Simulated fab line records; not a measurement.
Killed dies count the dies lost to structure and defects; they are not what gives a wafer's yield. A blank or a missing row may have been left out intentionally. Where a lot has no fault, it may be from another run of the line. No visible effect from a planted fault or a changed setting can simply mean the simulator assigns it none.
Chamber matching -- flow sky130 -- SKY_VIA3_ETCH_15 on rie-diel-02: 4 sister chambers
The step etches SiO2 in C4F8/O2/Ar, stops on TiN, target depth 507 nm, time 78 s. 14 wafers are shown with their chamber, then 7 later ones without.

EACH WAFER AND ITS CHAMBER
wafer,chamber,chamber-pressure-mTorr (mTorr),bias-w (W),oes-product-au (a.u.)
L695.1,0,40.02,1207,0.943
L695.2,1,40.02,1196,0.944
L695.4,2,40.01,1194,0.945
L696.1,3,40.04,1201,0.946
L696.2,2,40.06,1203,0.946
L696.5,1,39.96,1202,0.950
L697.1,0,39.97,1198,0.945
L697.3,1,40.02,1200,0.936
L697.4,2,39.97,1202,0.943
L707.2,0,39.87,1194,0.950
L707.4,1,39.97,1203,0.952
L707.5,2,39.99,1196,0.944
L709.1,2,40.00,1196,0.954
L709.2,1,39.99,1197,0.945

SIGNATURES (averages over the wafers above)
reading,chamber 0,chamber 1,chamber 2,chamber 3,scatter within a chamber
chamber-pressure-mTorr,39.9533,39.9920,40.0060,40.0400,0.0439
bias-w,1199.67,1199.60,1198.20,1201.00,4.37
oes-product-au,0.94600,0.94540,0.94640,0.94600,0.00508
Rule: a wafer's distance from a chamber is the root of the sum, over the readings, of the square of ((its reading less the chamber's mean) divided by the reading's scatter). The wafer belongs to the nearest chamber; if the next one is less than 2 further off, it can't be placed. The scatter: take each reading less its chamber's mean, square it, sum over the shown wafers, divide by the number of wafers less the number of chambers, and take the root.

WAFERS WITHOUT THEIR CHAMBER
wafer,chamber-pressure-mTorr (mTorr),bias-w (W),oes-product-au (a.u.)
L709.3,39.99,1196,0.944
L715.2,39.96,1205,0.941
L715.3,40.03,1209,0.946
L715.6,40.05,1201,0.948
L716.2,39.96,1203,0.948
L716.4,40.07,1204,0.954
L716.6,40.01,1202,0.949

WHICH CHAMBER EACH ONE RAN IN
wafer,from the rows above,in truth
L709.3,can't be placed: 2 or 1 or 0 or 3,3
L715.2,can't be placed: 0 or 1 or 2 or 3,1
L715.3,can't be placed: 3 or 1 or 2 or 0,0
L715.6,can't be placed: 3 or 2 or 1 or 0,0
L716.2,can't be placed: 0 or 1 or 2 or 3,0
L716.4,can't be placed: 3 or 2 or 1 or 0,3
L716.6,can't be placed: 3 or 1 or 2 or 0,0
0 of 7 placed correctly. Not placeable from these rows: 7 (in 7, the candidates include the true chamber). 0 placed wrongly.
